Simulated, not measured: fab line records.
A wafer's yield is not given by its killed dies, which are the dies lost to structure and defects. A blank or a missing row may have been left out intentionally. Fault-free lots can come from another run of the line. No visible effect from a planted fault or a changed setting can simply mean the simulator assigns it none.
fab line records	flow sky130	part 1 of 2: steps 1 to 31 of 41
record: lots: 5	wafers: 15	last-day: 49
route steps=708 shown METAL1@445 VIA1@458 METAL2@483
lots with no fault: from the same line, run without faults
start-h: hours from the record's first day to the start of the lot's first wafer shown	wait-h: how many hours have passed since the lot's step before this one	" unchanged from the row above	L1.1+2: a row that stands for several wafers	- either no value or no given start	* or withheld: withheld	< > ~ a bound
route shown NAME@n: NAME is a module with steps in the file, n the number in the route of the first one	usual: average and standard deviation across the fault-free wafers	same: alike in all rows	chamber/n: place in a boat	sites: each site's reading	_std_site: standard deviation of those values	_edge_site: the outer-site mean with the inner-site mean subtracted	radius-mm: how far each site lies from the wafer's centre	mask NAME#n: copy n	behind: tool/chamber where the wafer was last shaped	hold: why the lot was held/for how many hours/how that ended	device: the transistor (n, p or np) that didn't switch	end of line: the tests these same wafers got at the end of their route	a step with no rows: only its recipe	killed: the dies lost at the first sort to structure and to defects; this is not the yield of the wafer	map: per-die view of a wafer (x killed, . not killed, _ where there is no die)
set.NAME: setting as actually run; set.NAME@STEP: the setting as run at that earlier step	model.NAME: the simulator's own value behind a step, which no gauge read
certain route steps with their lots: each step a table, each wafer a row
services: a tool's chamber out of use, with start hour (start-h, from the record's first day; less than 0 if before it), hours out, and reason
== steps ==
step: SKY_METAL1_SOFTBAKE_11
recipe: temp-c: 99.01	time-s: 90	resist: KrF-thick
lot.wafer	tool	chamber	start-h	wait-h
L080.1+4+5	litho-track-01	0	-	-
L083.1+5+6	litho-track-01	0	-	-
L085.3+5+6	litho-track-04	0	-	-
L089.2+3+6	litho-track-02	0	-	-
L091.1+4+6	litho-track-02	0	-	-
step: SKY_METAL1_EXPOSE_12
recipe: mask-id: MM1	na: 0.8	source-shape: annular	sigma-inner: 0.55	sigma-outer: 0.85	target-cd-nm: 140	dose-mj: 28
lot.wafer	tool	chamber	start-h	wait-h	mask
L080.1+4+5	krf-scanner-01	0	-	-	MM1#0
L083.1+5+6	krf-scanner-02	0	-	-	MM1#0
L085.3+5+6	krf-scanner-01	0	-	-	MM1#0
L089.2+3+6	krf-scanner-01	0	-	-	MM1#0
L091.1+4+6	krf-scanner-02	0	-	-	MM1#0
step: SKY_METAL1_PEB_13
recipe: peb-temp-c: withheld	peb-time-s: withheld	resist: KrF-thick
lot.wafer	tool	chamber	start-h	wait-h
L080.1+4+5	litho-track-04	0	-	-
L083.1+5+6	litho-track-01	0	-	-
L085.3+5+6	litho-track-02	0	-	-
L089.2+3+6	litho-track-02	0	-	-
L091.1+4+6	litho-track-02	0	-	-
step: SKY_METAL1_DEVELOP_14
recipe: develop-time-s: 60	resist: KrF-thick	dev-temp-c: 21
lot.wafer	tool	chamber	start-h	wait-h
L080.1+4+5	litho-track-04	0	-	-
L083.1+5+6	litho-track-01	0	-	-
L085.3+5+6	litho-track-02	0	-	-
L089.2+3+6	litho-track-02	0	-	-
L091.1+4+6	litho-track-02	0	-	-
step: SKY_METAL1_CD_MEAS_15
recipe: target-cd-nm: 140
usual: cd-nm: 140.1/1.3
lot.wafer	tool	chamber	start-h	wait-h	cd-nm
L080.1	cd-sem-01	-	828.73	-	140.9
L080.4	"	-	"	"	140.4
L080.5	"	-	"	"	141.6
L083.1	cd-sem-01	-	842.49	-	139.3
L083.5	"	-	"	"	139.7
L083.6	"	-	"	"	141.2
L085.3	cd-sem-01	-	858.80	-	138.9
L085.5	"	-	"	"	139.7
L085.6	"	-	"	"	139.0
L089.2	cd-sem-01	-	881.34	-	142.6
L089.3	"	-	"	"	141.3
L089.6	"	-	"	"	141.9
L091.1	cd-sem-02	-	892.81	-	140.7
L091.4	"	-	"	"	139.8
L091.6	"	-	"	"	140.7
step: SKY_METAL1_OVL_MEAS_16
usual: METAL1_OVL: -1/6.4
lot.wafer	tool	chamber	start-h	wait-h	METAL1_OVL[nm]
L080.1	overlay-01	-	828.85	0.1	-1
L080.4	"	-	"	"	-2
L080.5	"	-	"	"	2
L083.1	overlay-01	-	842.61	0.1	-5
L083.5	"	-	"	"	-13
L083.6	"	-	"	"	-9
L085.3	overlay-01	-	858.90	0.1	-1
L085.5	"	-	"	"	-2
L085.6	"	-	"	"	4
L089.2	overlay-02	-	881.44	0.1	-7
L089.3	"	-	"	"	-18
L089.6	"	-	"	"	-8
L091.1	overlay-02	-	892.93	0.1	8
L091.4	"	-	"	"	5
L091.6	"	-	"	"	10
step: SKY_METAL1_DESCUM_17
recipe: chemistry: O2	source-power-w: 150	bias-power-w: 0	pressure-mtorr: 10	temp-c: 40	time-s: 8
usual: drypump-motor-current-A: 5.82/0.29	oes-product-au: 0.996/0.013
lot.wafer	tool	chamber	start-h	wait-h	drypump-motor-current-A	oes-product-au	rf-hours-counter-h
L080.1	rie-metal-01	1	828.89	0.0	6.03	0.983	7
L080.4	"	1	"	"	6.03	0.982	-
L080.5	"	1	"	"	6.02	0.974	-
L083.1	rie-metal-01	1	842.65	0.0	6.03	0.980	8
L083.5	"	1	"	"	6.04	0.977	-
L083.6	"	0	"	"	5.47	1.012	-
L085.3	rie-metal-02	0	858.94	0.0	6.29	0.993	-
L085.5	"	0	"	"	6.29	0.994	-
L085.6	"	1	"	"	5.57	1.011	-
L089.2	rie-metal-02	1	881.47	0.0	5.58	1.014	15
L089.3	"	1	"	"	5.58	1.012	-
L089.6	"	1	"	"	5.56	1.009	-
L091.1	rie-metal-01	0	892.97	0.0	5.49	1.014	1
L091.4	"	0	"	"	5.47	1.012	-
L091.6	"	0	"	"	5.48	1.012	-
step: SKY_METAL1_ETCH_18
recipe: chemistry: N2/H2	target: BARC	ion-energy-ev: 200	bias-w: 100	pressure-mtorr: 30	n2-flow-sccm: 100	h2-flow-sccm: 200	icp-w: 500	stop-on: SiO2	time-s: 45.9	target-depth-a: 600
usual: drypump-motor-current-A: 5.83/0.29	oes-product-au: 0.855/0.0047	throttle-valve-pct: 13.226/0.0089
lot.wafer	tool	chamber	start-h	wait-h	drypump-motor-current-A	oes-product-au	rf-hours-counter-h	throttle-valve-pct
L080.1	rie-metal-01	1	828.92	0.0	6.05	0.851	7	13.228
L080.4	"	1	"	"	6.05	0.853	-	13.227
L080.5	"	1	"	"	6.03	0.855	-	13.237
L083.1	rie-metal-01	1	842.68	0.0	6.03	0.861	8	13.221
L083.5	"	1	"	"	6.03	0.855	-	13.217
L083.6	"	0	"	"	5.50	0.855	-	13.217
L085.3	rie-metal-02	0	858.99	0.0	6.32	0.859	-	13.230
L085.5	"	0	"	"	6.32	0.860	-	13.225
L085.6	"	1	"	"	5.56	0.861	-	13.222
L089.2	rie-metal-02	1	881.50	0.0	5.58	0.859	15	13.234
L089.3	"	1	"	"	5.58	0.847	-	13.232
L089.6	"	1	"	"	5.58	0.854	-	13.221
L091.1	rie-metal-01	0	893.00	0.0	5.50	0.850	1	13.224
L091.4	"	0	"	"	5.48	0.855	-	13.201
L091.6	"	0	"	"	5.48	0.847	-	13.220
step: SKY_METAL1_METAL_ETCH_19
recipe: target-depth-a: 3600	stop-on: SiO2	over-etch-frac: 0.3	time-s: 78	chemistry: Cl2/BCl3	resist-sidewall-deg: 88	pressure-mtorr: 10	icp-w: 900	bias-w: 48.5	Cl2_flow_sccm: 60	bcl3-flow-sccm: 30
usual: bcl3-flow-sccm: 30.00/0.086	drypump-motor-current-A: 5.82/0.29	oes-product-au: 0.853/0.0064	throttle-valve-pct: 22.265/0.0094
lot.wafer	tool	chamber	start-h	wait-h	bcl3-flow-sccm	drypump-motor-current-A	oes-product-au	rf-hours-counter-h	throttle-valve-pct
L080.1	rie-metal-01	1	828.98	0.0	29.92	6.04	0.845	7	22.260
L080.4	"	1	"	"	29.81	6.02	0.849	-	22.269
L080.5	"	1	"	"	30.04	6.03	0.856	-	22.255
L083.1	rie-metal-01	1	842.74	0.0	30.10	6.03	0.851	8	22.246
L083.5	"	1	"	"	30.00	6.02	0.860	-	22.252
L083.6	"	0	"	"	30.06	5.49	0.860	-	22.277
L085.3	rie-metal-02	0	859.09	0.1	30.00	6.30	0.851	-	22.265
L085.5	"	0	"	"	29.92	6.31	0.845	-	22.262
L085.6	"	1	"	"	29.99	5.57	0.853	-	22.264
L089.2	rie-metal-02	1	881.57	0.0	30.02	5.58	0.858	15	22.275
L089.3	"	1	"	"	30.08	5.58	0.849	-	22.260
L089.6	"	1	"	"	29.98	5.56	0.850	-	22.262
L091.1	rie-metal-01	0	893.07	0.0	30.05	5.48	0.863	1	22.247
L091.4	"	0	"	"	29.98	5.48	0.855	-	22.263
L091.6	"	0	"	"	30.01	5.49	0.860	-	22.256
step: SKY_METAL1_STRIP_20
recipe: chemistry: O2/N2	power-w: 1400	pressure-mtorr: 1500	platen-temp-c: withheld	o2-flow-sccm: 3000	n2-flow-sccm: 300	overash-fraction: 0.5
usual: drypump-motor-current-A: 5.7/0.34	oes-product-au: 0.344/0.0051	strip-time-to-endpoint-s: 2.73/0.058
lot.wafer	tool	chamber	start-h	wait-h	drypump-motor-current-A	oes-product-au	rf-hours-counter-h	strip-time-to-endpoint-s
L080.1	plasma-asher-03	0	829.07	0.1	5.6	0.345	39	2.78
L080.4	"	1	"	"	5.7	0.346	-	2.76
L080.5	"	1	"	"	5.7	0.351	-	2.79
L083.1	plasma-asher-01	0	842.83	0.1	5.2	0.348	10	2.76
L083.5	"	0	"	"	5.2	0.342	-	2.74
L083.6	"	1	"	"	5.7	0.340	-	2.64
L085.3	plasma-asher-04	1	859.20	0.1	6.3	0.332	-	2.71
L085.5	"	0	"	"	6.0	0.348	-	2.72
L085.6	"	1	"	"	6.3	0.337	-	2.64
L089.2	plasma-asher-01	1	881.66	0.1	5.7	0.335	14	2.68
L089.3	"	1	"	"	5.7	0.335	-	2.67
L089.6	"	1	"	"	5.7	0.346	-	2.68
L091.1	plasma-asher-03	1	893.16	0.1	5.6	0.341	46	2.63
L091.4	"	0	"	"	5.6	0.342	-	2.68
L091.6	"	1	"	"	5.6	0.337	-	2.62
step: SKY_METAL1_STRIP_21
recipe: chemistry: post-etch-residue-remover	time-s: 1200	temp-c: 72.5
lot.wafer	tool	chamber	start-h	wait-h
L080.1+4+5	wet-bench-01	0	829.17	0.1
L083.1+5+6	wet-bench-01	1	842.93	0.1
L085.3+5+6	wet-bench-04	2	859.37	0.1
L089.2+3+6	wet-bench-03	3	881.76	0.1
L091.1+4+6	wet-bench-04	2	893.26	0.1
step: SKY_METAL1_CLEAN_22
recipe: chemistry: IPA	time-s: 180	temp-c: 25
lot.wafer	tool	chamber	start-h	wait-h
L080.1+4+5	wet-bench-03	3	829.52	0.0
L083.1+5+6	wet-bench-04	1	843.31	0.0
L085.3+5+6	wet-bench-01	1	859.71	0.0
L089.2+3+6	wet-bench-01	1	882.10	0.0
L091.1+4+6	wet-bench-01	1	893.60	0.0
step: SKY_METAL1_CLEAN_23
recipe: chemistry: O3/DIW	dry: n2-spin
lot.wafer	tool	chamber	start-h	wait-h
L080.1+4+5	wet-bench-03	2	829.57	0.0
L083.1+5+6	wet-bench-03	0	843.36	0.0
L085.3+5+6	wet-bench-04	0	859.77	0.0
L089.2+3+6	wet-bench-03	2	882.16	0.0
L091.1+4+6	wet-bench-04	2	893.66	0.0
step: SKY_VIA1_HDPCVD_00
recipe: material: SiO2	target-thk-nm: 1030	sigma-open-frac: 0.3	time-s: 171.7	temp-c: 400	sih4-flow-sccm: 60	pressure-mtorr: 6
lot.wafer	tool	chamber	start-h	wait-h
L080.1+4+5	hdpcvd-01	2,0,1	829.67	0.0
L083.1+5+6	hdpcvd-02	1,1,0	843.46	0.0
L085.3+5+6	hdpcvd-01	2,1,2	859.86	0.0
L089.2+3+6	hdpcvd-01	1,2,0	882.25	0.0
L091.1+4+6	hdpcvd-02	0	893.75	0.0
step: SKY_VIA1_THK_MEAS_01
recipe: reads: SiO2_of_VIA1_HDPCVD_00
usual: VIA1_HDPCVD_THK: 1022/9.7
lot.wafer	tool	chamber	start-h	wait-h	VIA1_HDPCVD_THK[nm]
L080.1	film-metro-01	-	829.78	0.1	1037
L080.4	"	-	"	"	1029
L080.5	"	-	"	"	1027
L083.1	film-metro-01	-	843.57	0.1	1026
L083.5	"	-	"	"	1018
L083.6	"	-	"	"	1021
L085.3	film-metro-04	-	860.00	0.1	1030
L085.5	"	-	"	"	1022
L085.6	"	-	"	"	1023
L089.2	film-metro-04	-	882.37	0.1	1030
L089.3	"	-	"	"	1022
L089.6	"	-	"	"	1022
L091.1	film-metro-03	-	893.92	0.1	1032
L091.4	"	-	"	"	1030
L091.6	"	-	"	"	1037
step: SKY_VIA1_CMP_02
recipe: material: SiO2	down-force-psi: 4	platen-rpm: 60	pad-velocity-m-s: 0.94248
usual: motor-current-A: 12.1/0.8
lot.wafer	tool	chamber	start-h	wait-h	motor-current-A
L080.4	cmp-01	0	829.84	0.0	12.5
L080.1	"	3	"	"	12.6
L080.5	"	1	"	"	12.2
L083.1	cmp-01	2	843.68	0.1	11.6
L083.5	"	1	"	"	11.9
L083.6	"	2	"	"	12.2
L085.3	cmp-01	0	860.24	0.2	11.7
L085.6	"	2	"	"	11.8
L085.5	"	3	"	"	12.2
L089.2	cmp-02	0	882.42	0.0	11.7
L089.3	"	3	"	"	10.9
L089.6	"	1	"	"	14.3
L091.1	cmp-01	0	893.98	0.1	12.2
L091.4	"	1	"	"	11.5
L091.6	"	0	"	"	11.8
step: SKY_VIA1_BOW_MEAS_03
recipe: mode: bow
usual: VIA1_BOW: 79/7.7
lot.wafer	tool	chamber	start-h	wait-h	VIA1_BOW[um]
L080.1	film-metro-04	-	830.14	0.1	68
L080.4	"	-	"	"	78
L080.5	"	-	"	"	76
L083.1	film-metro-04	-	843.93	0.2	82
L083.5	"	-	"	"	83
L083.6	"	-	"	"	84
L085.3	film-metro-04	-	860.48	0.2	84
L085.5	"	-	"	"	74
L085.6	"	-	"	"	71
L089.2	film-metro-01	-	882.74	0.3	76
L089.3	"	-	"	"	80
L089.6	"	-	"	"	72
L091.1	film-metro-03	-	894.28	0.2	76
L091.4	"	-	"	"	78
L091.6	"	-	"	"	82
step: SKY_VIA1_DEHYDRATE_04
recipe: temp-c: 200	time-s: 60
lot.wafer	tool	chamber	start-h	wait-h
L080.1+4+5	litho-track-03	0	843.10	12.9
L083.1+5+6	litho-track-04	0	856.88	12.9
L085.3+5+6	litho-track-01	0	873.59	13.1
L089.2+3+6	litho-track-03	0	894.38	11.6
L091.1+4+6	litho-track-01	0	907.04	12.7
step: SKY_VIA1_HMDS_05
recipe: prime-time-s: 60	prime-temp-c: 120
lot.wafer	tool	chamber	start-h	wait-h
L080.1+4+5	litho-track-03	0	843.25	0.1
L083.1+5+6	litho-track-04	0	857.03	0.1
L085.3+5+6	litho-track-01	0	873.74	0.1
L089.2+3+6	litho-track-03	0	894.53	0.1
L091.1+4+6	litho-track-01	0	907.19	0.1
step: SKY_VIA1_COAT_06
recipe: resist: BARC	temp-c: withheld	time-s: withheld	spin-rpm: 3000	resist-thk-nm: 60
lot.wafer	tool	chamber	start-h	wait-h
L080.1+4+5	litho-track-03	0	843.40	0.1
L083.1+5+6	litho-track-04	0	857.18	0.1
L085.3+5+6	litho-track-01	0	873.89	0.1
L089.2+3+6	litho-track-03	0	894.68	0.1
L091.1+4+6	litho-track-01	0	907.34	0.1
step: SKY_VIA1_COAT_07
recipe: resist: KrF-thick	spin-rpm: 3000	resist-thk-nm: 450
lot.wafer	tool	chamber	start-h	wait-h
L080.1+4+5	litho-track-03	0	-	-
L083.1+5+6	litho-track-04	0	-	-
L085.3+5+6	litho-track-01	0	-	-
L089.2+3+6	litho-track-03	0	-	-
L091.1+4+6	litho-track-01	0	-	-
step: SKY_VIA1_SOFTBAKE_08
recipe: temp-c: 100	time-s: 90	resist: KrF-thick
lot.wafer	tool	chamber	start-h	wait-h
L080.1+4+5	litho-track-03	0	-	-
L083.1+5+6	litho-track-04	0	-	-
L085.3+5+6	litho-track-01	0	-	-
L089.2+3+6	litho-track-03	0	-	-
L091.1+4+6	litho-track-01	0	-	-
step: SKY_VIA1_EXPOSE_09
recipe: mask-id: VIM	na: 0.8	source-shape: annular	sigma-inner: 0.55	sigma-outer: 0.85	target-cd-nm: 150	dose-mj: 38
lot.wafer	tool	chamber	start-h	wait-h	mask
L080.1+4+5	krf-scanner-01	0	-	-	VIM#0
L083.1+5+6	krf-scanner-01	0	-	-	VIM#0
L085.3+5+6	krf-scanner-02	0	-	-	VIM#0
L089.2+3+6	krf-scanner-02	0	-	-	VIM#0
L091.1+4+6	krf-scanner-02	0	-	-	VIM#0
step: SKY_VIA1_PEB_10
recipe: peb-temp-c: withheld	peb-time-s: withheld	resist: KrF-thick
lot.wafer	tool	chamber	start-h	wait-h
L080.1+4+5	litho-track-01	0	-	-
L083.1+5+6	litho-track-01	0	-	-
L085.3+5+6	litho-track-01	0	-	-
L089.2+3+6	litho-track-03	0	-	-
L091.1+4+6	litho-track-04	0	-	-
step: SKY_VIA1_DEVELOP_11
recipe: develop-time-s: 60	resist: KrF-thick	dev-temp-c: 21
lot.wafer	tool	chamber	start-h	wait-h
L080.1+4+5	litho-track-01	0	-	-
L083.1+5+6	litho-track-01	0	-	-
L085.3+5+6	litho-track-01	0	-	-
L089.2+3+6	litho-track-03	0	-	-
L091.1+4+6	litho-track-04	0	-	-
step: SKY_VIA1_CD_MEAS_12
recipe: target-cd-nm: 150
usual: cd-nm: 149.8/1.6
lot.wafer	tool	chamber	start-h	wait-h	cd-nm
L080.1	cd-sem-01	-	857.24	-	149.1
L080.4	"	-	"	"	149.1
L080.5	"	-	"	"	148.8
L083.1	cd-sem-02	-	870.09	-	153.3
L083.5	"	-	"	"	151.9
L083.6	"	-	"	"	152.8
L085.3	cd-sem-02	-	887.58	-	150.1
L085.5	"	-	"	"	151.7
L085.6	"	-	"	"	150.4
L089.2	cd-sem-02	-	908.22	-	148.9
L089.3	"	-	"	"	151.0
L089.6	"	-	"	"	149.3
L091.1	cd-sem-01	-	919.08	-	151.1
L091.4	"	-	"	"	148.8
L091.6	"	-	"	"	149.5
step: SKY_VIA1_OVL_MEAS_13
usual: VIA1_OVL: 1/5
lot.wafer	tool	chamber	start-h	wait-h	VIA1_OVL[nm]
L080.1	overlay-01	-	857.36	0.1	-4
L080.4	"	-	"	"	2
L080.5	"	-	"	"	8
L083.1	overlay-01	-	870.21	0.1	-2
L083.5	"	-	"	"	-10
L083.6	"	-	"	"	-8
L085.3	overlay-01	-	887.68	0.1	3
L085.5	"	-	"	"	4
L085.6	"	-	"	"	1
L089.2	overlay-01	-	908.33	0.1	9
L089.3	"	-	"	"	5
L089.6	"	-	"	"	11
L091.1	overlay-02	-	919.20	0.1	2
L091.4	"	-	"	"	-3
L091.6	"	-	"	"	-3
step: SKY_VIA1_ETCH_14
recipe: chemistry: N2/H2	target: BARC	ion-energy-ev: 200	source-w: 500	bias-w: 100	pressure-mtorr: 30	n2-flow-sccm: 100	h2-flow-sccm: 200	stop-on: SiO2	time-s: 45.9	target-depth-a: 600
usual: drypump-motor-current-A: 5.9/0.4	oes-product-au: 0.856/0.0042	throttle-valve-pct: 13.226/0.009
lot.wafer	tool	chamber	start-h	wait-h	drypump-motor-current-A	oes-product-au	rf-hours-counter-h	throttle-valve-pct
L080.1	rie-diel-04	2	857.40	0.0	6.1	0.856	23	13.230
L080.4	"	0	"	"	6.2	0.853	7	13.226
L080.5	"	0	"	"	6.2	0.855	-	13.216
L083.1	rie-diel-02	1	870.25	0.0	6.2	0.852	5	13.230
L083.5	"	0	"	"	5.3	0.859	-	13.219
L083.6	"	3	"	"	5.5	0.855	-	13.230
L085.3	rie-diel-02	3	887.70	0.0	5.5	0.858	3	13.210
L085.5	"	1	"	"	6.2	0.854	-	13.225
L085.6	"	2	"	"	5.6	0.853	-	13.208
L089.2	rie-diel-02	0	908.36	0.0	5.3	0.850	11	13.226
L089.3	"	3	"	"	5.5	0.855	3	13.228
L089.6	"	1	"	"	6.2	0.852	-	13.236
L091.1	rie-diel-02	3	919.24	0.0	5.5	0.857	4	13.239
L091.4	"	1	"	"	6.2	0.849	6	13.218
L091.6	"	1	"	"	6.2	0.857	-	13.234
step: SKY_VIA1_ETCH_15
recipe: target: SiO2	chemistry: C4F8/O2/Ar	target-depth-nm: 351	stop-on: TiN	mask-material: KrF-thick	source-w: 1500	bias-w: 1200	pressure-mtorr: 40	c4f8-flow-sccm: withheld	O2_flow_sccm: 6	Ar_flow_sccm: 300	time-s: 54
usual: oes-product-au: 0.982/0.0054
lot.wafer	tool	chamber	start-h	wait-h	oes-product-au	rf-hours-counter-h
L080.1	rie-diel-04	2	857.44	0.0	0.973	23
L080.4	"	0	"	"	0.975	7
L080.5	"	0	"	"	0.979	-
L083.1	rie-diel-02	1	870.29	0.0	0.993	5
L083.5	"	0	"	"	0.976	-
L083.6	"	3	"	"	0.978	-
L085.3	rie-diel-02	3	887.74	0.0	0.979	3
L085.5	"	1	"	"	0.980	-
L085.6	"	2	"	"	0.988	-
L089.2	rie-diel-02	0	908.40	0.0	0.985	11
L089.3	"	3	"	"	0.983	3
L089.6	"	1	"	"	0.986	-
L091.1	rie-diel-02	3	919.28	0.0	0.987	4
L091.4	"	1	"	"	0.982	6
L091.6	"	1	"	"	0.984	-
step: SKY_VIA1_STRIP_16
recipe: chemistry: O2/N2	power-w: 1400	pressure-mtorr: 1500	platen-temp-c: withheld	o2-flow-sccm: 3000	n2-flow-sccm: 300	overash-fraction: 0.5
usual: drypump-motor-current-A: 5.50/0.23	oes-product-au: 0.415/0.0048	strip-time-to-endpoint-s: 4.464/0.022
lot.wafer	tool	chamber	start-h	wait-h	drypump-motor-current-A	oes-product-au	rf-hours-counter-h	strip-time-to-endpoint-s
L080.1	plasma-asher-03	1	857.49	0.0	5.64	0.418	42	4.478
L080.4	"	1	"	"	5.65	0.413	-	4.487
L080.5	"	1	"	"	5.66	0.410	-	4.465
L083.1	plasma-asher-02	1	870.34	0.0	5.06	0.413	99	4.455
L083.5	"	0	"	"	5.70	0.417	-	4.463
L083.6	"	1	"	"	5.06	0.417	-	4.469
L085.3	plasma-asher-01	1	887.82	0.1	5.65	0.406	-	4.463
L085.5	"	1	"	"	5.68	0.410	-	4.445
L085.6	"	0	"	"	5.23	0.408	-	4.442
L089.2	plasma-asher-01	0	908.45	0.0	5.22	0.413	17	4.450
L089.3	"	1	"	"	5.70	0.421	-	4.448
L089.6	"	1	"	"	5.67	0.410	-	4.466
L091.1	plasma-asher-03	1	919.33	0.0	5.67	0.418	48	4.447
L091.4	"	0	"	"	5.60	0.416	-	4.449
L091.6	"	1	"	"	5.64	0.414	-	4.439
step: SKY_VIA1_STRIP_17
recipe: chemistry: post-etch-residue-remover	time-s: 1200	temp-c: 72.5
lot.wafer	tool	chamber	start-h	wait-h
L080.1+4+5	wet-bench-02	1	857.59	0.1
L083.1+5+6	wet-bench-01	0	870.44	0.1
L085.3+5+6	wet-bench-03	3	887.89	0.0
L089.2+3+6	wet-bench-01	2	908.55	0.1
L091.1+4+6	wet-bench-03	1	919.43	0.1
